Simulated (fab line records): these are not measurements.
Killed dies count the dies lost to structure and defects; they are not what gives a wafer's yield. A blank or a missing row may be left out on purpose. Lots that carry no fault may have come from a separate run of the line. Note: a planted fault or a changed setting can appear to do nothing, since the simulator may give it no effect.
Matching of chambers    flow sky130    4 sister chambers for SKY_VIA3_CMP_24 on cmp-01
The step polishes, stops on SiO2, t overpolish 20 s, target thk 0 nm. 8 wafers are shown with their chamber, then 7 later ones without.

WAFERS, EACH WITH ITS CHAMBER
wafer   chamber  motorCurrentA (A)  timeToEndpointS (s)
L831.5  3        10.1               99
L838.1  0        9.8                96
L838.6  2        12.8               99
L844.1  1        11.5               91
L844.5  0        9.3                94
L844.6  1        10.8               89
L847.1  3        10.0               95
L847.3  2        12.6               97

WAFERS WITHOUT THEIR CHAMBER
wafer   motorCurrentA (A)  timeToEndpointS (s)
L847.4  10.9               89
L846.1  12.1               96
L846.4  10.1               91
L846.6  10.2               95
L852.2  11.8               89
L852.3  10.2               93
L852.4  10.3               89

WHICH CHAMBER EACH ONE RAN IN
wafer    from the rows above            in truth
L847.4   1                              1
L846.1   2                              2
L846.4   can't be placed: 0 or 3 or 1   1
L846.6   can't be placed: 3 or 0        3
L852.2   1                              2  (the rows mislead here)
L852.3   can't be placed: 3 or 0 or 1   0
L852.4   can't be placed: 1 or 0 or 3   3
2 of 7 placed correctly. Cannot be placed on the basis of these rows: 4; the candidates contain the true chamber in 4. Number placed wrongly: 1.
How it was worked out, from the rows above alone: a wafer's distance from a chamber is the root of the sum, over the readings, of the square of ((its reading less the chamber's mean) divided by the reading's scatter). If the next closest chamber is less than 2 further off than the closest, the wafer can't be placed; otherwise it belongs to the closest. For every chamber, the mean is computed from those of its wafers that are shown. The scatter is the square root of a quotient: the sum, over the shown wafers, of each reading's squared deviation from its chamber's mean, divided by wafers minus chambers.
